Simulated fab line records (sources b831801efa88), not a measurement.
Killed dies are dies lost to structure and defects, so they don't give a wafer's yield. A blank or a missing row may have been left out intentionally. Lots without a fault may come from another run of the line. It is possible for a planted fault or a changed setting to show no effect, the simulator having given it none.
Which tool did it? :: flow sky130 :: 7 lots, 21 wafers sampled, at 2 steps of a route of 708

## WHAT THE GAUGES READ, wafer by wafer
SKY_VIA2_THK_MEAS_01.
lot: L897
measured: day 35 13:46
on: filmMetro-03
VIA2_HDPCVD_THK (nm): 1182 1187 1186

lot: L899
measured: day 36 03:47
on: filmMetro-01
VIA2_HDPCVD_THK (nm): 1179 1165 1200

lot: L902
measured: day 37 06:17
on: filmMetro-02
VIA2_HDPCVD_THK (nm): 1199 1184 1194

lot: L903
measured: day 37 19:10
on: filmMetro-02
VIA2_HDPCVD_THK (nm): 1196 1190 1205

lot: L906
measured: day 38 18:44
on: filmMetro-02
VIA2_HDPCVD_THK (nm): 1179 1168 1169

lot: L915
measured: day 41 07:01
on: filmMetro-02
VIA2_HDPCVD_THK (nm): 1177 1178 1182

lot: L917
measured: day 41 21:43
on: filmMetro-01
VIA2_HDPCVD_THK (nm): 1187 1172 1171

## WHAT TOOL EACH LOT RAN ON (gives the tool, then ch and the chambers of the sampled wafers, and finally the start)
lot: L897
SKY_METAL2_ETCH_18: rieMetal-04 ch 0,1, day 35 12:49

lot: L899
SKY_METAL2_ETCH_18: rieMetal-03 ch 0, day 36 02:42

lot: L902
SKY_METAL2_ETCH_18: rieMetal-04 ch 0, day 37 05:22

lot: L903
SKY_METAL2_ETCH_18: rieMetal-04 ch 0,1, day 37 18:14

lot: L906
SKY_METAL2_ETCH_18: rieMetal-03 ch 0,1, day 38 17:49

lot: L915
SKY_METAL2_ETCH_18: rieMetal-03 ch 0,1, day 41 06:07

lot: L917
SKY_METAL2_ETCH_18: rieMetal-03 ch 0,1, day 41 20:46
- SKY_METAL2_ETCH_18: etches BARC in N2/H2, stops on SiO2, time 45.9 s, target depth 60 nm.

## THE ANSWER, worked out from the rows above alone
Rule: the lots themselves supply what counts as usual. Put in order of their means at a reading, lots are off if they are a third of the lots or fewer, leave a main group of 4 or more, and stand apart from it by a gap of 3 or more times the standard deviation of the main group's means; of several such gaps the widest counts. If all means in a main group match to the digits the tables above print for the reading, that group is not used. A lot without any number at a reading at which 4 lots or more have one is off too. Any other lot the step has rows for is counted as sound.
No lot is off on any of the readings shown, so nothing can be concluded from this.

## WHAT THE SIMULATOR HAD PUT IN
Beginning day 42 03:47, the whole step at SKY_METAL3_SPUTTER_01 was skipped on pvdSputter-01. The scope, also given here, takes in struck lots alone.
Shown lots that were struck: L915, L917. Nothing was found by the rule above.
